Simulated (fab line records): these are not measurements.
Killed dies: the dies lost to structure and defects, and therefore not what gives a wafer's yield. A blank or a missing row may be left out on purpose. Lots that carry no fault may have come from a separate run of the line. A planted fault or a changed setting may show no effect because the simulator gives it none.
Which tool is to blame? | flow sky130 | Sampling: 24 lots, 72 wafers, 6 of 708 route steps

## WHAT THE GAUGES READ, wafer by wafer
SKY_FIELD_ISO_THK_MEAS_04. Usual: for FIELD_ISO_CVD_03_THK the level is 166.3 nm and the standard deviation is 1.4.
lot  | measured    | on           | FIELD_ISO_CVD_03_THK (nm) | flag
L074 | day 1 14:10 | filmMetro-03 | 164.2 164.8 166.1         | 
L075 | day 1 19:01 | filmMetro-03 | 165.9 164.1 166.9         | 
L076 | day 2 00:23 | filmMetro-01 | 166.5 165.6 165.9         | 
L077 | day 2 05:05 | filmMetro-03 | 166.8 166.1 165.8         | 
L078 | day 2 09:47 | filmMetro-04 | 165.2 165.3 163.9         | 
L079 | day 2 15:06 | filmMetro-01 | 164.5 164.9 165.0         | 
L080 | day 2 19:31 | filmMetro-04 | 167.8 169.0 166.8         | 
L081 | day 3 03:50 | filmMetro-01 | 165.3 165.3 166.1         | 
L082 | day 3 09:24 | filmMetro-04 | 167.6 166.5 166.5         | 
L083 | day 3 12:24 | filmMetro-03 | 165.0 164.4 163.5         | 
L084 | day 3 18:40 | filmMetro-03 | 164.6 165.0 166.0         | 
L085 | day 3 22:44 | filmMetro-04 | 167.0 165.2 166.3         | 
L086 | day 4 02:38 | filmMetro-01 | 166.1 166.2 167.9         | 
L087 | day 4 10:37 | filmMetro-04 | 170.1 168.4 168.1         | 
L088 | day 4 15:59 | filmMetro-01 | 167.1 166.9 168.4         | 
L089 | day 4 20:10 | filmMetro-03 | 165.7 165.6 165.7         | 
L090 | day 4 23:10 | filmMetro-03 | 167.0 167.8 167.9         | 
L091 | day 5 05:41 | filmMetro-04 | 166.8 166.6 165.5         | 
L092 | day 5 09:58 | filmMetro-03 | 167.8 165.7 166.7         | 
L093 | day 5 16:00 | filmMetro-03 | 167.4 168.8 167.6         | 
L094 | day 5 21:01 | filmMetro-04 | 166.5 165.8 166.5         | 
L095 | day 5 22:59 | filmMetro-01 | 168.1 168.1 166.5         | 
L096 | day 6 04:24 | filmMetro-01 | 166.3 166.4 166.5         | 
L097 | day 6 09:07 | filmMetro-04 | 167.2 166.7 167.5         | 

SKY_VIA2_RS_MEAS_22: a four-point-probe measurement. Usual: for VIA2_W_RS the level is 0.270 ohm/sq and the standard deviation is 0.0045.
lot  | measured     | on           | VIA2_W_RS (ohm/sq) | flag
L074 | day 36 06:32 | filmMetro-03 | 0.281 0.279 0.272  | 
L075 | day 36 08:07 | filmMetro-03 | 0.272 0.276 0.273  | 
L076 | day 36 18:54 | filmMetro-01 | 0.273 0.271 0.268  | 
L077 | day 37 03:58 | filmMetro-01 | 0.276 0.273 0.276  | 
L078 | day 37 05:54 | filmMetro-03 | 0.267 0.266 0.271  | 
L079 | day 38 04:44 | filmMetro-03 | 0.270 0.273 0.270  | 
L080 | day 38 12:44 | filmMetro-04 | 0.268 0.269 0.275  | 
L081 | day 39 22:33 | filmMetro-04 | 0.266 0.272 0.262  | 
L082 | day 39 00:43 | filmMetro-04 | 0.265 0.270 0.270  | 
L083 | day 39 06:26 | filmMetro-01 | 0.272 0.274 0.269  | 
L084 | day 39 21:43 | filmMetro-01 | 0.272 0.265 0.263  | 
L085 | day 39 23:13 | filmMetro-04 | 0.276 0.269 0.275  | 
L086 | day 40 09:05 | filmMetro-01 | 0.267 0.271 0.271  | 
L087 | day 40 09:25 | filmMetro-04 | 0.269 0.274 0.269  | 
L088 | day 40 18:26 | filmMetro-04 | 0.273 0.266 0.273  | 
L089 | day 41 03:52 | filmMetro-04 | 0.271 0.270 0.269  | 
L090 | day 41 10:08 | filmMetro-04 | 0.269 0.265 0.270  | 
L091 | day 41 12:01 | filmMetro-03 | 0.266 0.268 0.271  | 
L092 | day 41 20:45 | filmMetro-03 | 0.270 0.273 0.269  | 
L093 | day 42 10:34 | filmMetro-04 | 0.272 0.268 0.270  | 
L094 | day 42 12:12 | filmMetro-04 | 0.260 0.264 0.269  | 
L095 | day 42 13:46 | filmMetro-01 | 0.262 0.264 0.263  | 
L096 | day 42 18:25 | filmMetro-04 | 0.268 0.269 0.276  | 
L097 | day 43 06:41 | filmMetro-01 | 0.268 0.268 0.263  | 

SKY_CAPM_OVL_MEAS_12. Usual: for CAPM_OVL the level is -0.4 nm and the standard deviation is 1.4.
lot  | measured     | on         | CAPM_OVL (nm)  | flag
L074 | day 37 09:01 | overlay-01 | -2.5 -1.2 0.2  | 
L075 | day 37 10:25 | overlay-02 | 0.7 0.4 1.5    | 
L076 | day 37 21:47 | overlay-01 | -3.4 0.3 -1.4  | 
L077 | day 38 06:47 | overlay-02 | 0.0 0.5 0.4    | 
L078 | day 38 08:17 | overlay-01 | -2.9 -0.8 -1.6 | 
L079 | day 39 07:08 | overlay-01 | -0.2 -0.5 -0.4 | 
L080 | day 39 13:43 | overlay-01 | -2.4 -1.9 -3.5 | 
L081 | day 40 23:31 | overlay-02 | 0.8 -0.8 3.1   | 
L082 | day 40 05:26 | overlay-02 | 1.9 3.7 3.0    | 
L083 | day 40 07:37 | overlay-02 | -0.1 -0.4 -0.9 | 
L084 | day 40 22:25 | overlay-01 | 0.1 2.2 -0.4   | 
L085 | day 41 00:25 | overlay-01 | 0.5 -0.5 1.9   | 
L086 | day 41 09:34 | overlay-01 | -1.0 -1.4 1.9  | 
L087 | day 41 09:52 | overlay-01 | -0.7 -1.3 -0.4 | 
L088 | day 41 19:01 | overlay-01 | 0.0 -2.5 -1.9  | 
L089 | day 42 04:19 | overlay-02 | 1.3 1.0 0.0    | 
L090 | day 42 11:01 | overlay-01 | -0.9 -2.1 -1.4 | 
L091 | day 42 12:02 | overlay-02 | 0.6 -0.1 2.3   | 
L092 | day 42 20:43 | overlay-02 | -1.0 1.0 0.1   | 
L093 | day 43 10:16 | overlay-02 | -0.9 -0.2 -0.9 | 
L094 | day 43 11:44 | overlay-02 | -1.2 -1.0 -2.8 | 
L095 | day 43 13:25 | overlay-01 | -0.5 -0.4 -1.4 | 
L096 | day 43 17:19 | overlay-01 | 0.0 0.0 -0.8   | 
L097 | day 44 06:01 | overlay-01 | -1.7 -0.7 -1.2 | 

SKY_VIA3_BOW_MEAS_03. Usual: for VIA3_BOW the level is 79 um and the standard deviation is 6.8.
lot  | measured     | on           | VIA3_BOW (um) | flag
L074 | day 38 13:29 | filmMetro-01 | 86 87 89      | 
L075 | day 38 14:20 | filmMetro-02 | 80 78 76      | 
L076 | day 39 05:21 | filmMetro-03 | 89 77 75      | 
L077 | day 39 09:55 | filmMetro-02 | 72 77 63      | 
L078 | day 39 11:46 | filmMetro-03 | 72 79 99      | 
L079 | day 40 10:32 | filmMetro-03 | 87 86 81      | 
L080 | day 40 16:30 | filmMetro-03 | 81 63 80      | 
L081 | day 42 02:22 | filmMetro-02 | 79 85 95      | 
L082 | day 41 07:00 | filmMetro-01 | 68 89 72      | 
L083 | day 41 10:13 | filmMetro-01 | 80 80 75      | 
L084 | day 42 01:11 | filmMetro-03 | 76 74 80      | 
L085 | day 42 04:07 | filmMetro-03 | 76 87 86      | 
L086 | day 42 11:39 | filmMetro-01 | 78 88 80      | 
L087 | day 42 11:52 | filmMetro-02 | 86 70 73      | 
L088 | day 42 20:32 | filmMetro-02 | 77 82 80      | 
L089 | day 43 05:10 | filmMetro-01 | 85 76 87      | 
L090 | day 43 12:42 | filmMetro-03 | 82 75 77      | 
L091 | day 43 14:02 | filmMetro-02 | 74 81 77      | 
L092 | day 43 22:04 | filmMetro-03 | 90 80 71      | 
L093 | day 44 10:40 | filmMetro-03 | 75 80 82      | 
L094 | day 44 11:40 | filmMetro-02 | 75 83 78      | 
L095 | day 44 13:51 | filmMetro-03 | 79 79 74      | 
L096 | day 44 17:03 | filmMetro-03 | 87 83 71      | 
L097 | day 45 05:41 | filmMetro-01 | 84 87 67      | 

## EACH LOT AND THE TOOL THAT RAN IT (in order: tool; ch and the chambers of the sampled wafers; start)
lot  | SKY_VIA1_CMP_24               | SKY_METAL2_STRIP_20
L074 | cmp-02 ch 0,1,3, day 33 22:37 | plasmaAsher-03 ch 0,1, day 35 01:18
L075 | cmp-02 ch 0,1,3, day 34 00:49 | plasmaAsher-04 ch 0,1, day 35 03:19
L076 | cmp-01 ch 0,1,3, day 34 11:38 | plasmaAsher-03 ch 0,1, day 35 13:55
L077 | cmp-01 ch 1,2,3, day 34 21:04 | plasmaAsher-03 ch 0,1, day 36 00:23
L078 | cmp-01 ch 1,2, day 34 22:14   | plasmaAsher-03 ch 1, day 36 01:02
L079 | cmp-01 ch 2,3, day 35 22:33   | plasmaAsher-03 ch 0,1, day 37 00:41
L080 | cmp-02 ch 0,2,3, day 36 05:47 | plasmaAsher-01 ch 1, day 37 08:33
L081 | cmp-01 ch 0,2,3, day 37 18:01 | plasmaAsher-04 ch 0,1, day 38 19:43
L082 | cmp-02 ch 2,3, day 36 18:31   | plasmaAsher-03 ch 0,1, day 37 21:14
L083 | cmp-01 ch 0,2,3, day 36 23:33 | plasmaAsher-03 ch 0,1, day 38 02:18
L084 | cmp-01 ch 0,1,2, day 37 16:38 | plasmaAsher-01 ch 1, day 38 18:35
L085 | cmp-01 ch 0,3, day 37 18:13   | plasmaAsher-01 ch 0,1, day 38 20:14
L086 | cmp-02 ch 1,2,3, day 38 04:16 | plasmaAsher-01 ch 0,1, day 39 06:03
L087 | cmp-02 ch 0,1,2, day 38 04:49 | plasmaAsher-04 ch 0,1, day 39 06:16
L088 | cmp-02 ch 1,2,3, day 38 14:17 | plasmaAsher-01 ch 0,1, day 39 15:25
L089 | cmp-01 ch 0,2,3, day 38 23:33 | plasmaAsher-03 ch 0,1, day 40 01:02
L090 | cmp-02 ch 1,3, day 39 06:14   | plasmaAsher-01 ch 1, day 40 07:22
L091 | cmp-02 ch 1,2,3, day 39 09:18 | plasmaAsher-03 ch 0,1, day 40 09:54
L092 | cmp-01 ch 0,1,2, day 39 17:16 | plasmaAsher-01 ch 0,1, day 40 18:14
L093 | cmp-01 ch 1,3, day 40 07:39   | plasmaAsher-01 ch 0,1, day 41 08:40
L094 | cmp-01 ch 1,2, day 40 09:25   | plasmaAsher-03 ch 0,1, day 41 09:55
L095 | cmp-02 ch 0,1, day 40 10:31   | plasmaAsher-01 ch 0,1, day 41 11:45
L096 | cmp-02 ch 1,3, day 40 16:47   | plasmaAsher-01 ch 0, day 41 17:16
L097 | cmp-02 ch 0,1, day 41 04:47   | plasmaAsher-01 ch 0,1, day 42 05:06
- SKY_VIA1_CMP_24: polishes, stops on SiO2, t overpolish 15 s, target thk 0 nm.
- SKY_METAL2_STRIP_20: strips in O2/N2.

## AS READ BY THE TOOLS THEMSELVES (means over the sampled wafers that have a number; for cases with no such wafer, the mark the record gives instead)
SKY_VIA1_CMP_24. Usual: motorCurrentA 10.9 A, standard deviation 1.2; overpolishRunS 14.999 s, standard deviation 0.0094; timeToEndpointS 66 s, standard deviation 3.
lot  | tool   | motorCurrentA (A) | overpolishRunS (s) | timeToEndpointS (s) | flag
L074 | cmp-02 | 10.7              | 14.993             | 69                  | 
L075 | cmp-02 | 10.7              | 15.003             | 68                  | 
L076 | cmp-01 | 10.4              | 15.002             | 65                  | 
L077 | cmp-01 | 11.5              | 15.008             | 64                  | 
L078 | cmp-01 | 11.0              | 15.004             | 66                  | 
L079 | cmp-01 | 11.5              | 15.005             | 63                  | 
L080 | cmp-02 | 9.9               | 14.997             | 67                  | 
L081 | cmp-01 | 11.7              | 14.993             | 69                  | 
L082 | cmp-02 | 9.8               | 15.002             | 66                  | 
L083 | cmp-01 | 12.0              | 14.999             | 64                  | 
L084 | cmp-01 | 10.8              | 14.986             | 67                  | 
L085 | cmp-01 | 10.8              | 15.004             | 66                  | 
L086 | cmp-02 | 10.9              | 15.001             | 70                  | 
L087 | cmp-02 | 11.2              | 15.000             | 64                  | 
L088 | cmp-02 | 11.1              | 14.996             | 67                  | 
L089 | cmp-01 | 11.8              | 15.003             | 65                  | 
L090 | cmp-02 | 10.0              | 14.998             | 65                  | 
L091 | cmp-02 | 10.6              | 14.992             | 68                  | 
L092 | cmp-01 | 10.8              | 15.001             | 65                  | 
L093 | cmp-01 | 10.4              | 14.996             | 63                  | 
L094 | cmp-01 | 10.8              | 15.000             | 60                  | 
L095 | cmp-02 | 11.8              | 15.007             | 71                  | 
L096 | cmp-02 | 10.3              | 15.002             | 68                  | 
L097 | cmp-02 | 11.7              | 15.003             | 70                  | 

SKY_METAL2_STRIP_20. Usual: drypumpMotorCurrentA 6.0 A, standard deviation 0.45; o2FlowSccm 2999 sccm, standard deviation 10; oesProductAu 0.343 a.u., standard deviation 0.0047; stripTimeToEndpointS 2.71 s, standard deviation 0.036.
lot  | tool           | drypumpMotorCurrentA (A) | o2FlowSccm (sccm) | oesProductAu (a.u.) | stripTimeToEndpointS (s) | flag
L074 | plasmaAsher-03 | 6.3                      | 2999              | 0.343               | 2.69                     | 
L075 | plasmaAsher-04 | 5.8                      | 2993              | 0.339               | 2.67                     | 
L076 | plasmaAsher-03 | 6.2                      | 3002              | 0.343               | 2.72                     | 
L077 | plasmaAsher-03 | 6.1                      | 3000              | 0.348               | 2.72                     | 
L078 | plasmaAsher-03 | 6.4                      | 2985              | 0.343               | 2.66                     | 
L079 | plasmaAsher-03 | 6.3                      | 2993              | 0.346               | 2.69                     | 
L080 | plasmaAsher-01 | 6.6                      | 2999              | 0.341               | 2.74                     | 
L081 | plasmaAsher-04 | 5.9                      | 3006              | 0.341               | 2.70                     | 
L082 | plasmaAsher-03 | 6.1                      | 3004              | 0.344               | 2.71                     | 
L083 | plasmaAsher-03 | 6.2                      | 3006              | 0.344               | 2.69                     | 
L084 | plasmaAsher-01 | 6.6                      | 2998              | 0.342               | 2.73                     | 
L085 | plasmaAsher-01 | 6.2                      | 2998              | 0.345               | 2.70                     | 
L086 | plasmaAsher-01 | 5.8                      | 2991              | 0.348               | 2.77                     | 
L087 | plasmaAsher-04 | 5.7                      | 2998              | 0.343               | 2.72                     | 
L088 | plasmaAsher-01 | 5.8                      | 2998              | 0.346               | 2.73                     | 
L089 | plasmaAsher-03 | 6.0                      | 3008              | 0.343               | 2.66                     | 
L090 | plasmaAsher-01 | 6.6                      | 2990              | 0.344               | 2.75                     | 
L091 | plasmaAsher-03 | 6.1                      | 2997              | 0.345               | 2.76                     | 
L092 | plasmaAsher-01 | 6.2                      | 2996              | 0.338               | 2.66                     | 
L093 | plasmaAsher-01 | 6.2                      | 2995              | 0.344               | 2.69                     | 
L094 | plasmaAsher-03 | 6.1                      | 2988              | 0.343               | 2.66                     | 
L095 | plasmaAsher-01 | 5.8                      | 2996              | 0.339               | 2.71                     | 
L096 | plasmaAsher-01 | 5.4                      | 3003              | 0.344               | 2.77                     | 
L097 | plasmaAsher-01 | 6.2                      | 2997              | 0.341               | 2.68                     | 

## THE ANSWER, worked out from the rows above alone
Rule: a lot counts as off when the mean over its wafers that have a number is more than 3 standard deviations away from the usual mean. Also off: a lot with no number at a reading for which 4 or more lots have one. The other lots that the step has rows for count as sound. The gauges are gone through in route order, then the tools' own readings, and for those a lot's mean is taken as printed above. At the first step where some lot is off, the reading lying furthest off is the one used; lots without a number count as furthest.
No lot is off at any reading shown: from this, nothing can be told.

## WHAT THE SIMULATOR PUT IN
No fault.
